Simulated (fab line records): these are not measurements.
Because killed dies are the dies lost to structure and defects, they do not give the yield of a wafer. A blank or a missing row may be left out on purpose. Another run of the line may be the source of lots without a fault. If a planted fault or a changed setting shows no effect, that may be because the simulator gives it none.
fab line records | flow gf180mcu
record: lots: 5 wafers: 15 last_day: 33
route steps=602 shown M3@426 V3@429
lots that met no fault: taken from a fault-free run of the same line
start_h: hours from the record's opening day to when the first of the lot's shown wafers began | wait_h: hours from the lot's prior step to this one | " identical to the entry in the row above | L1.1+2: one row covering several wafers at once | - value missing, or start not given | * or withheld: withheld | < > ~ a bound
route shown NAME@n: a module of which the file shows steps, and the number in the route of the first | usual: mean/standard deviation taken from wafers without a fault | same: alike in all rows | chamber/n: place in a boat | sites: per-site readings | _std_site: how widely they spread, as a standard deviation | _edge_site: inner sites' mean taken away from outer sites' mean | radius_mm: how far each site lies from the wafer's centre | mask NAME#n: copy n | behind: the last tool/chamber to shape the wafer | hold: cause of the lot's hold/its duration in hours/its outcome | device: the transistor (n, p or np) that didn't switch | end of line: the route-end tests of the same wafers | step lacking rows: just its recipe | killed: count of dies lost to structure and defects at first sort (not the wafer's yield) | map: a wafer's dies, x killed, . not, _ none there
set.NAME: the run value of the setting; set.NAME@STEP: its run value at that earlier step | model.NAME: the simulator's own value behind a step, which no gauge read
certain route steps with their lots: each step a table, each wafer a row
services: a tool's chamber out of use, with start hour (start_h, from the record's first day; less than 0 if before it), hours out, and reason
== steps ==
step: GF_M3_STRIP_17
recipe: chemistry: O2/N2 power_w: 1400 pressure_mtorr: 1500 platen_temp_c: 250 o2_flow_sccm: 3000 n2_flow_sccm: 300 overash_fraction: 0.5
usual: drypump_motor_current_A: 5.7/0.33 heater_power_w: 321/26 n2_flow_sccm: 300.1/1 oes_product_au: 0.557/0.005 strip_time_to_endpoint_s: 7.84/0.044
columns lot.wafer tool chamber start_h wait_h drypump_motor_current_A heater_power_w n2_flow_sccm oes_product_au rf_hours_counter_h strip_time_to_endpoint_s
L327.1 plasma_asher-04 1 507.58 0.1 5.7 353 300.8 0.559 78 7.85
L327.2 " 0 " " 5.8 303 299.5 0.557 78 7.87
L327.5 " 1 " " 5.7 343 300.3 0.538 - 7.79
L329.2 plasma_asher-02 1 524.24 0.1 5.2 289 299.5 0.552 43 7.84
L329.3 " 1 " " 5.2 292 301.5 0.556 - 7.85
L329.5 " 0 " " 6.2 314 299.9 0.559 - 7.79
L330.1 plasma_asher-03 1 530.13 0.1 5.8 364 300.8 0.550 81 7.89
L330.2 " 0 " " 5.8 308 299.9 0.553 81 7.79
L330.3 " 0 " " 5.8 311 300.4 0.562 - 7.83
L332.1 plasma_asher-03 0 553.45 0.1 5.8 319 302.5 0.558 83 7.85
L332.2 " 1 " " 5.8 359 300.9 0.558 83 7.88
L332.5 " 1 " " 5.8 366 301.3 0.550 - 7.86
L343.2 plasma_asher-02 1 633.79 0.1 5.2 286 301.3 0.557 56 7.87
L343.3 " 1 " " 5.2 289 300.7 0.558 - 7.85
L343.4 " 0 " " 6.1 328 301.4 0.560 - 7.82
step: GF_M3_STRIP_18
recipe: chemistry: post_etch_residue_remover time_s: 1200 temp_c: 72.5
step: GF_M3_CLEAN_19
recipe: chemistry: DIW dry: n2_spin
step: GF_V3_CVD_00
recipe: material: SiO2 target_thk_nm: 600 sigma_open_frac: 0.3 temp_c: 400 time_s: 100 sih4_flow_sccm: 60 pressure_mtorr: 6
step: GF_V3_THK_MEAS_01
recipe: reads: SiO2_of_V3_CVD_00
usual: V3_CVD_00_THK: 598/6.4
columns lot.wafer tool chamber start_h wait_h V3_CVD_00_THK[nm]
L327.1 film_metro-03 - 508.18 0.0 598
L327.2 " - " " 592
L327.5 " - " " 594
L329.2 film_metro-02 - 524.88 0.0 593
L329.3 " - " " 606
L329.5 " - " " 587
L330.1 film_metro-01 - 530.73 0.0 592
L330.2 " - " " 599
L330.3 " - " " 610
L332.1 film_metro-01 - 554.10 0.1 604
L332.2 " - " " 595
L332.5 " - " " 608
L343.2 film_metro-03 - 634.50 0.0 597
L343.3 " - " " 602
L343.4 " - " " 593
step: GF_V3_CVD_02
recipe: material: SiO2 target_thk_nm: 850 precursor: TEOS temp_c: 400 time_s: 94.851 rf_w: 600
usual: heater_power_w: 638/110 rf_fwd_power_W: 596.1/2
columns lot.wafer tool chamber start_h wait_h heater_power_w rf_fwd_power_W
L327.1 pecvd-04 0 508.24 0.1 490 596.2
L327.2 " 1 " " 554 597.1
L327.5 " 2 " " 778 593.8
L329.2 pecvd-01 2 524.93 0.0 746 594.5
L329.3 " 1 " " 578 595.1
L329.5 " 2 " " 593 595.0
L330.1 pecvd-04 1 530.79 0.1 592 594.6
L330.2 " 2 " " 739 595.5
L330.3 " 0 " " 514 596.4
L332.1 pecvd-01 0 554.16 0.1 516 595.7
L332.2 " 2 " " 718 597.2
L332.5 " 2 " " 731 596.8
L343.2 pecvd-02 0 634.55 0.0 539 597.8
L343.3 " 1 " " 779 598.3
L343.4 " 0 " " 580 597.1
step: GF_V3_THK_MEAS_03
recipe: reads: SiO2_of_V3_CVD_02
usual: V3_CVD_02_THK: 848/9.7
columns lot.wafer tool chamber start_h wait_h V3_CVD_02_THK[nm]
L327.1 film_metro-01 - 508.31 0.0 840
L327.2 " - " " 857
L327.5 " - " " 866
L329.2 film_metro-01 - 525.01 0.0 858
L329.3 " - " " 846
L329.5 " - " " 852
L330.1 film_metro-02 - 530.86 0.0 838
L330.2 " - " " 843
L330.3 " - " " 851
L332.1 film_metro-03 - 554.22 0.0 853
L332.2 " - " " 838
L332.5 " - " " 864
L343.2 film_metro-02 - 634.63 0.0 840
L343.3 " - " " 844
L343.4 " - " " 850
step: GF_V3_CMP_04
recipe: material: SiO2 down_force_psi: 4 platen_rpm: 60 pad_velocity_m_s: 0.94248
usual: motor_current_A: 12.4/1.2 platen_rpm: 60.00/0.04 time_to_endpoint_s: 79/5.6
columns lot.wafer tool chamber start_h wait_h motor_current_A platen_rpm time_to_endpoint_s
L327.2 cmp-02 0 508.42 0.1 12.7 60.01 81
L327.1 " 1 " " 12.3 60.00 84
L327.5 " 0 " " 13.0 60.03 86
L329.3 cmp-01 3 525.06 0.0 13.5 60.04 80
L329.2 " 0 " " 13.1 60.00 84
L329.5 " 3 " " 13.5 60.03 88
L330.1 cmp-01 3 530.92 0.1 14.1 59.91 75
L330.3 " 0 " " 12.6 60.02 79
L330.2 " 1 " " 9.8 59.94 82
L332.1 cmp-01 0 554.38 0.1 12.8 60.02 81
L332.2 " 1 " " 9.9 60.01 79
L332.5 " 3 " " 14.2 59.98 89
L343.3 cmp-02 3 635.01 0.4 12.7 59.98 75
L343.2 " 0 " " 12.4 59.97 69
L343.4 " 1 " " 12.0 60.01 79
step: GF_V3_BOW_MEAS_05
recipe: mode: bow
usual: V3_BOW: 116/8.2
columns lot.wafer tool chamber start_h wait_h V3_BOW[um]
L327.1 film_metro-03 - 508.67 0.1 113
L327.2 " - " " 110
L327.5 " - " " 117
L329.2 film_metro-03 - 525.38 0.2 107
L329.3 " - " " 101
L329.5 " - " " 121
L330.1 film_metro-02 - 531.22 0.2 112
L330.2 " - " " 117
L330.3 " - " " 106
L332.1 film_metro-02 - 554.58 0.1 126
L332.2 " - " " 133
L332.5 " - " " 122
L343.2 film_metro-03 - 635.33 0.2 112
L343.3 " - " " 118
L343.4 " - " " 109
step: GF_V3_DEHYDRATE_06
recipe: temp_c: 200 time_s: 60
step: GF_V3_HMDS_07
recipe: prime_time_s: 60 prime_temp_c: 120
step: GF_V3_COAT_08
recipe: resist: BARC temp_c: withheld time_s: withheld spin_rpm: withheld resist_thk_nm: withheld
step: GF_V3_COAT_09
recipe: resist: KrF spin_rpm: withheld resist_thk_nm: 1000
usual: dispense_pressure_kPa: 48/4.9 resist_line_temp_C: 23.01/0.13
columns lot.wafer tool chamber start_h wait_h dispense_pressure_kPa resist_line_temp_C model.KrF_of_V3_COAT_09.thk_nm
L327.1 litho_track-01 0 520 - 48 22.94 999.1
L327.2 " 0 " " 48 23.05 1001
L327.5 " 0 " " 48 23.14 1001
L329.2 litho_track-04 0 536 - 55 23.02 999.9
L329.3 " 0 " " 55 22.79 998.9
L329.5 " 0 " " 55 22.94 998.8
L330.1 litho_track-02 0 541 - 42 23.11 1001
L330.2 " 0 " " 42 23.33 1001
L330.3 " 0 " " 42 23.19 1000
L332.1 litho_track-01 0 565 - 48 23.10 997
L332.2 " 0 " " 48 22.96 999.2
L332.5 " 0 " " 48 22.93 1001
L343.2 litho_track-02 0 645 - 42 23.19 972.5
L343.3 " 0 " " 42 23.27 1001
L343.4 " 0 " " 42 23.02 1002
step: GF_V3_SOFTBAKE_10
recipe: temp_c: 130 time_s: 60 resist: KrF
step: GF_V3_EXPOSE_11
recipe: mask_id: Via3 target_cd_nm: 260 na: 0.68 source_shape: conventional sigma_outer: 0.6 dose_mj: 38
step: GF_V3_PEB_12
recipe: peb_temp_c: 135 peb_time_s: 90 resist: KrF
step: GF_V3_DEVELOP_13
recipe: develop_time_s: 60 resist: KrF dev_temp_c: 21
usual: resist_line_temp_C: 23.00/0.093
columns lot.wafer tool chamber start_h wait_h resist_line_temp_C model.KrF_of_V3_COAT_09.thk_nm
L327.1 litho_track-04 0 530.66 0.2 23.08 984.2
L327.2 " 0 " " 22.89 986.1
L327.5 " 0 " " 23.09 986.4
L329.2 litho_track-04 0 547.73 0.2 23.15 985
L329.3 " 0 " " 23.03 984
L329.5 " 0 " " 23.21 983.8
L330.1 litho_track-02 0 552.75 0.2 22.90 986.1
L330.2 " 0 " " 23.07 986.4
L330.3 " 0 " " 23.10 985.1
L332.1 litho_track-01 0 576.08 0.2 22.95 982.1
L332.2 " 0 " " 23.16 984.3
L332.5 " 0 " " 23.11 985.9
L343.2 litho_track-02 0 655.37 0.2 22.99 957.6
L343.3 " 0 " " 23.02 986.3
L343.4 " 0 " " 23.16 987.5
step: GF_V3_CD_MEAS_14
recipe: target_cd_nm: 260
usual: cd_nm: 259.9/0.94
columns lot.wafer tool chamber start_h wait_h cd_nm
L327.1 cd_sem-01 - 530.81 0.1 259.8
L327.2 " - " " 260.9
L327.5 " - " " 260.3
L329.2 cd_sem-02 - 547.88 0.1 259.7
L329.3 " - " " 258.8
L329.5 " - " " 259.1
L330.1 cd_sem-02 - 552.90 0.1 259.4
L330.2 " - " " 260.3
L330.3 " - " " 259.8
L332.1 cd_sem-01 - 576.28 0.2 260.5
L332.2 " - " " 260.4
L332.5 " - " " 260.6
L343.2 cd_sem-01 - 655.52 0.1 259.8
L343.3 " - " " 259.7
L343.4 " - " " 258.1
== services ==
columns tool chamber start_h hours kind
pecvd-01 - 497.17 5.5 pm
plasma_asher-02 - 497.61 15.7 repair
cmp-01 - 499.92 4.3 repair
pecvd-02 - 514.39 3.2 repair
pecvd-01 - 534.25 1.2 repair
plasma_asher-02 - 538.74 2.8 pm
pecvd-01 - 539.18 1.8 repair
pecvd-01 - 546.13 1.9 repair
cmp-01 - 546.27 3.5 pm
plasma_asher-03 - 551.05 2.1 repair
plasma_asher-04 - 551.22 2.8 pm
cmp-02 - 572.96 4.0 pm
cmp-02 - 576.96 - consumable_replace:conditioner
cmp-02 - 576.96 - consumable_replace:pad
cmp-01 - 581.20 9.3 pm
plasma_asher-03 - 588.23 4.9 repair
pecvd-04 - 591.12 14.0 pm
pecvd-04 0 591.12 14.0 vent_cycle
pecvd-04 1 591.12 14.0 vent_cycle
litho_track-01 - 605.71 - consumable_replace:filter
cmp-02 - 606.46 4.9 pm
cmp-02 - 633.80 1.2 repair
cmp-01 - 637.64 6.8 pm
cmp-02 - 644.45 3.6 pm
== key ==
first_sign none at tools or gauges
model_effect: step: GF_V3_COAT_09 value: KrF_of_V3_COAT_09.thk_nm without: 1000 struck: 972.5
model_effect: step: GF_V3_DEVELOP_13 value: KrF_of_V3_COAT_09.thk_nm without: 985.5 struck: 957.6
met_at GF_V3_COAT_09
struck_wafers L343.2
onset_between 541 645
fault: kind: process_parameter_drift tool: litho_track-02 chamber: - onset_h: 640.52 steps: GF_V3_COAT_09 channel: resist_thk_nm offset: * shape: step end_h: 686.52 scope: struck_wafers_only acts_in: * stated: *
